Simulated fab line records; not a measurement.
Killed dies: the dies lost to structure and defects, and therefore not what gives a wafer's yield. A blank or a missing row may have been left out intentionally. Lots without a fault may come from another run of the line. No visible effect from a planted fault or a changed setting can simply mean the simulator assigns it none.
A struck lot beside a sound one | flow sky130 | 16 steps out of a route of 708
Sound: the wafers L395.1, L395.2, L395.6. Struck: wafer L416.4 (left out: L416.2, L416.5 of the same lot, which were not struck); the cause appears at the end.
Each step with rows lists, per side, the tool, then ch with its chambers, then its first start. Under that, the readings that differ: sound wafers | struck wafers | difference of the means | sigmas: that difference in standard deviations of wafers without a fault.
alike: words and numbers the same on both sides, and readings whose means are apart by under 2 such deviations; not compared: readings that were withheld, readings missing a value for some wafer, numbers with overlapping values and no deviation given by the record, and bounds like >300 which may hide the same value.
A row with sigmas, a row that says differs or no value, or rows on one side alone: a step with any of these is where the two part. Non-overlapping numbers with no deviation appear without sigmas and do not part them. A reading that every wafer of one side lacks parts them only if that side has two wafers or more.

first, 8 steps without rows for these wafers: SKY_METAL2_DEHYDRATE_07 (time 60 s); SKY_METAL2_HMDS_08 (prime time 60 s); SKY_METAL2_COAT_09 (resist thk 60 nm); SKY_METAL2_COAT_10 (resist thk 450 nm); SKY_METAL2_SOFTBAKE_11 (time 90 s); SKY_METAL2_EXPOSE_12 (exposes mask MM2, target cd 140 nm); SKY_METAL2_PEB_13; SKY_METAL2_DEVELOP_14 (develop time 60 s).
SKY_METAL2_CD_MEAS_15: the cd target is 140 nm.
  sound on cd_sem-02, day 36 03:43; struck on cd_sem-02, day 41 23:32
  alike: cd_nm
SKY_METAL2_OVL_MEAS_16:
  sound on overlay-02, day 36 03:50; struck on overlay-02, day 41 23:39
  alike: METAL2_OVL
SKY_METAL2_DESCUM_17: chemistry O2, time 8 s.
  sound on rie_metal-04 ch 0,1, day 36 03:53; struck on rie_metal-04 ch 0, day 41 23:41
  reading               | sound             | struck | difference | sigmas
  oes_product_au (a.u.) | 1.011 1.030 1.024 | 0.987  | -0.035     | -3
  alike: drypump_motor_current_A
  not compared: rf_hours_counter_h
SKY_METAL2_ETCH_18: etches BARC in N2/H2, stops on SiO2, time 45.9 s, target depth 60 nm.
  sound on rie_metal-04 ch 0,1, day 36 03:55; struck on rie_metal-04 ch 0, day 41 23:43
  alike: drypump_motor_current_A, oes_product_au, throttle_valve_pct
  not compared: rf_hours_counter_h
SKY_METAL2_METAL_ETCH_19: etches the open film in Cl2/BCl3, stops on SiO2, target depth 360 nm, time 78 s.
  sound on rie_metal-04 ch 0,1, day 36 03:58; struck on rie_metal-04 ch 0, day 41 23:46
  reading                                       | sound             | struck | difference | sigmas
  model.KrF-thick_of_METAL2_COAT_10.thk_nm (nm) | 158.1 147.8 151.9 | 215    | +62        |
  model.METAL2.cd_nm (nm)                       | 142.7 141.4 140.8 | 151.1  | +9.5       |
  model.SiO2_of_VIA1_HDPCVD_00.thk_nm (nm)      | 331.2 331.5 330.7 | 335.1  | +4.0       |
  alike: drypump_motor_current_A, oes_product_au, throttle_valve_pct
  not compared: rf_hours_counter_h
SKY_METAL2_STRIP_20: strips in O2/N2.
  sound on plasma_asher-02 ch 0,1, day 36 04:04; struck on plasma_asher-04 ch 0, day 41 23:52
  reading                      | sound             | struck | difference | sigmas
  oes_product_au (a.u.)        | 0.337 0.343 0.345 | 0.372  | +0.030     | +6
  strip_time_to_endpoint_s (s) | 2.67 2.57 2.62    | 3.32   | +0.70      | +12
  alike: drypump_motor_current_A
  not compared: rf_hours_counter_h
then, 2 steps without rows for these wafers: SKY_METAL2_STRIP_21 (strips in post etch residue remover, time 1200 s); SKY_PAD_OPEN_PROBE_99.

== WHERE THEY PART ==
First at SKY_METAL2_DESCUM_17; last, within this record, at SKY_METAL2_STRIP_20.

WHY: whatever the simulator had introduced
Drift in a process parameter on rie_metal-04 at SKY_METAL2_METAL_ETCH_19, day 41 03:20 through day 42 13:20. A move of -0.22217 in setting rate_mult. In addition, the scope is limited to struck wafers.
